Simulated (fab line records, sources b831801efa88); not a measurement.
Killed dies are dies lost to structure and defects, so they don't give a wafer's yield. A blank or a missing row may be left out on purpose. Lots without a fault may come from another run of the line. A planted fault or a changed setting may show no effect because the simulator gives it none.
One fault seen from 2 desks | flow sfq_line | each desk has only its own numbers; what lay behind them comes last

THE METROLOGY DESK
What the gauges read, lot by lot, whatever tool the lot ran on: means of the sampled wafers that have a number. A lot is out of limits, marked OUT, if its mean lies more than 4 standard deviations from the usual mean; the brackets give that distance.
Columns: A = M7_OVL at SFQ_M7_OVL_MEAS_945, usual 1 nm; B = I7_BOW at SFQ_I7_BOW_MEAS_946, usual 3 um; C = I7_OVL at SFQ_I7_OVL_MEAS_947, usual 1 nm
lot  | first seen here | A  | B   | C
L452 | day 70 23:28    | -3 | -9  | 4
L456 | day 77 05:32    | 11 | -15 | 6
L459 | day 80 09:50    | 6  | -5  | 2
L460 | day 80 14:33    | -2 | -4  | 9
L461 | day 80 16:21    | 3  | 1   | -1
L466 | day 81 21:27    | -5 | -6  | 4
L469 | day 82 13:29    | -4 | 8   | 0
This desk's finding: nothing out of limits on any of the 7 lots.

THE TOOL OWNER'S DESK: litho_track-02
The tool's own readings at SFQ_TRILAYER_I7_VIA_LITHO_COAT_192 (resist thk 62 nm): means of the sampled wafers that have a number, for each lot that ran on this tool. A lot is out of limits, marked OUT, if its mean lies more than 4 standard deviations from the usual mean; the brackets give that distance.
Columns: A = chill_plate_temp_C at SFQ_TRILAYER_I7_VIA_LITHO_COAT_192, usual 23.00 C
lot  | first seen here | A
L452 | day 71 05:41    | 23.09
L459 | day 80 15:14    | 22.92
L460 | day 80 19:59    | 23.01
L461 | day 80 22:59    | 23.07
This desk's finding: nothing out of limits on any of the 4 lots.

PUT TOGETHER
The metrology desk saw nothing out of limits.
The tool owner's desk saw nothing out of limits.

WHAT THE SIMULATOR HAD PUT IN
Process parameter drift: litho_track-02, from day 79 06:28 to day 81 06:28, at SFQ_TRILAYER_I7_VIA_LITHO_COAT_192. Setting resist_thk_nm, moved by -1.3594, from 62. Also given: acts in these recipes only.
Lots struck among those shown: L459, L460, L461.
